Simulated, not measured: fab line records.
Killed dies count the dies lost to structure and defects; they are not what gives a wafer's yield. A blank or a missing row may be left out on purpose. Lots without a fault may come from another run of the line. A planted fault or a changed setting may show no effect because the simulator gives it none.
Which tool is to blame? | flow gf180mcu | 39 wafers from 13 lots sampled at 6 of the route's 602 steps

== WHAT THE GAUGES SHOWED, per wafer ==
GF_HV_LDD_TW_MEAS_38.
lot  | measured     | on           | HV_LDD_3_TW
L483 | day 11 22:08 | filmMetro-02 | 1538 1528 1535
L485 | day 12 21:23 | filmMetro-04 | 1554 1555 1564
L490 | day 14 04:20 | filmMetro-04 | 1560 1559 1563
L494 | day 15 12:13 | filmMetro-03 | 1441 1449 1451
L495 | day 16 05:35 | filmMetro-02 | 1425 1424 1425
L496 | day 16 06:32 | filmMetro-02 | 1436 1434 1433
L497 | day 16 11:46 | filmMetro-02 | 1427 1421 1426
L498 | day 16 19:56 | filmMetro-02 | 1432 1427 1420
L499 | day 17 03:10 | filmMetro-02 | 1431 1441 1447
L500 | day 17 08:59 | filmMetro-03 | 1453 1451 1445
L501 | day 17 16:19 | filmMetro-04 | 1442 1444 1459
L502 | day 18 03:20 | filmMetro-02 | 1434 1428 1433
L505 | day 19 07:26 | filmMetro-02 | 1435 1431 1431

GF_HV_LDD_TW_MEAS_50.
lot  | measured     | on           | HV_LDD_4_TW
L483 | day 12 17:53 | filmMetro-03 | 574 573 573
L485 | day 13 17:52 | filmMetro-04 | 577 575 576
L490 | day 15 01:02 | filmMetro-03 | 573 572 574
L494 | day 16 10:38 | filmMetro-02 | 564 565 566
L495 | day 17 04:13 | filmMetro-03 | 577 576 573
L496 | day 17 05:51 | filmMetro-02 | 571 571 571
L497 | day 17 11:17 | filmMetro-02 | 572 571 571
L498 | day 17 19:22 | filmMetro-03 | 576 572 576
L499 | day 18 03:28 | filmMetro-03 | 574 573 576
L500 | day 18 09:16 | filmMetro-04 | 569 573 570
L501 | day 18 16:17 | filmMetro-03 | 572 573 576
L502 | day 19 03:40 | filmMetro-03 | 572 572 571
L505 | day 20 08:19 | filmMetro-04 | 574 568 569

GF_HV_LDD_RS_MEAS_53: the measuring method here is four-point-probe.
lot  | measured     | on           | HV_LDD_RS (ohm/sq)
L483 | day 12 18:05 | filmMetro-02 | 399.7 400.3 400.2
L485 | day 13 18:02 | filmMetro-04 | 398.4 399.0 398.3
L490 | day 15 01:13 | filmMetro-02 | 398.9 399.4 398.8
L494 | day 16 10:50 | filmMetro-04 | 418.0 418.0 417.1
L495 | day 17 04:23 | filmMetro-03 | 419.5 419.1 418.6
L496 | day 17 06:02 | filmMetro-02 | 418.3 418.1 419.6
L497 | day 17 11:28 | filmMetro-04 | 417.3 415.7 416.8
L498 | day 17 19:34 | filmMetro-04 | 419.4 419.2 419.4
L499 | day 18 03:38 | filmMetro-03 | 418.9 418.2 418.6
L500 | day 18 09:26 | filmMetro-03 | 420.4 419.6 419.5
L501 | day 18 16:28 | filmMetro-03 | 418.7 417.5 418.7
L502 | day 19 03:51 | filmMetro-03 | 419.4 419.4 418.0
L505 | day 20 08:30 | filmMetro-02 | 417.6 418.1 417.8

GF_PSD_OVL_MEAS_08.
lot  | measured     | on         | PSD_OVL (nm)
L483 | day 14 14:42 | overlay-01 | 0.7 0.6 -2.0
L485 | day 15 15:48 | overlay-02 | -1.3 -0.2 -1.5
L490 | day 17 01:54 | overlay-01 | -0.5 1.4 -0.7
L494 | day 18 14:19 | overlay-02 | 2.0 0.6 0.0
L495 | day 19 07:22 | overlay-01 | -1.9 -0.5 -0.6
L496 | day 19 08:42 | overlay-01 | 1.5 0.2 0.1
L497 | day 19 14:27 | overlay-01 | -0.5 -0.7 -1.9
L498 | day 19 22:19 | overlay-02 | -1.2 -0.8 -1.6
L499 | day 20 06:45 | overlay-02 | 0.3 -2.1 -2.7
L500 | day 20 12:26 | overlay-02 | 0.4 0.4 0.6
L501 | day 20 20:17 | overlay-01 | -2.1 -1.4 0.0
L502 | day 21 07:19 | overlay-02 | 1.0 -0.4 0.4
L505 | day 22 10:49 | overlay-01 | -0.5 1.4 -0.2

GF_SALICIDE_RS_MEAS_04: the measuring method here is four-point-probe.
lot  | measured     | on           | SALICIDE_TIN_RS (ohm/sq)
L483 | day 15 12:54 | filmMetro-01 | 16.59 16.76 16.47
L485 | day 16 15:05 | filmMetro-02 | 16.52 16.70 16.83
L490 | day 18 02:34 | filmMetro-01 | 16.23 16.23 16.05
L494 | day 19 15:41 | filmMetro-02 | 16.45 16.58 16.01
L495 | day 20 08:20 | filmMetro-01 | 16.58 16.66 16.70
L496 | day 20 09:25 | filmMetro-01 | 16.07 16.70 16.59
L497 | day 20 15:34 | filmMetro-04 | 16.38 16.10 16.09
L498 | day 20 22:56 | filmMetro-02 | 16.13 16.05 16.14
L499 | day 21 08:03 | filmMetro-04 | 16.59 16.58 16.34
L500 | day 21 13:15 | filmMetro-02 | 16.44 16.08 16.46
L501 | day 21 21:06 | filmMetro-01 | 16.28 16.53 16.62
L502 | day 22 08:11 | filmMetro-01 | 16.48 16.70 16.14
L505 | day 23 10:44 | filmMetro-01 | 16.14 15.84 15.96

== WHICH TOOL RAN EACH LOT (tool, then ch and the chambers of the sampled wafers, then the start) ==
lot  | GF_HV_LDD_IMPLANT_36
L483 | implanter-01 ch 0, day 11 21:35
L485 | implanter-04 ch 0, day 12 20:49
L490 | implanter-02 ch 0, day 14 03:47
L494 | implanter-02 ch 0, day 15 11:59
L495 | implanter-01 ch 0, day 16 05:20
L496 | implanter-02 ch 0, day 16 06:17
L497 | implanter-01 ch 0, day 16 11:29
L498 | implanter-01 ch 0, day 16 19:43
L499 | implanter-01 ch 0, day 17 02:55
L500 | implanter-04 ch 0, day 17 08:46
L501 | implanter-04 ch 0, day 17 16:05
L502 | implanter-04 ch 0, day 18 03:05
L505 | implanter-02 ch 0, day 19 07:13
- GF_HV_LDD_IMPLANT_36

== AS READ BY THE TOOLS THEMSELVES (means over the sampled wafers that have a number; for cases with no such wafer, the mark the record gives instead) ==
GF_HV_LDD_IMPLANT_36.
lot  | tool         | beamEnergyKeV
L483 | implanter-01 | 59.992
L485 | implanter-04 | 59.996
L490 | implanter-02 | 60.001
L494 | implanter-02 | 59.978
L495 | implanter-01 | 60.006
L496 | implanter-02 | 60.001
L497 | implanter-01 | 59.997
L498 | implanter-01 | 59.983
L499 | implanter-01 | 59.974
L500 | implanter-04 | 59.986
L501 | implanter-04 | 60.016
L502 | implanter-04 | 59.992
L505 | implanter-02 | 59.974

== THE ANSWER, worked out from the rows above alone ==
Rule: usual is defined by the lots themselves. Put in order of their means at a reading, lots are off if they are a third of the lots or fewer, leave a main group of 4 or more, and stand apart from it by a gap of 3 or more times the standard deviation of the main group's means; of several such gaps the widest counts. The tables above print the reading to a certain number of digits; a main group whose means all agree to those digits is not used. Also off: a lot with no number at a reading for which 4 or more lots have one. All remaining lots with rows at the step are treated as sound. The gauges are gone through in route order, then the tools' own readings, and for those a lot's mean is taken as printed above. At the first step where some lot is off, the reading lying furthest off is the one used; lots without a number count as furthest.
Off: L483, L485, L490, seen at GF_HV_LDD_TW_MEAS_38 (HV_LDD_3_TW). The main group: mean 1436, standard deviation 9.3.
If a tool, at a process step before that reading, ran all the lots that are off and no sound lot after the first of them, it fits. The gauges at GF_HV_LDD_TW_MEAS_38 are tried like those tools. Of those tried, none fits.

== WHAT THE SIMULATOR PUT IN ==
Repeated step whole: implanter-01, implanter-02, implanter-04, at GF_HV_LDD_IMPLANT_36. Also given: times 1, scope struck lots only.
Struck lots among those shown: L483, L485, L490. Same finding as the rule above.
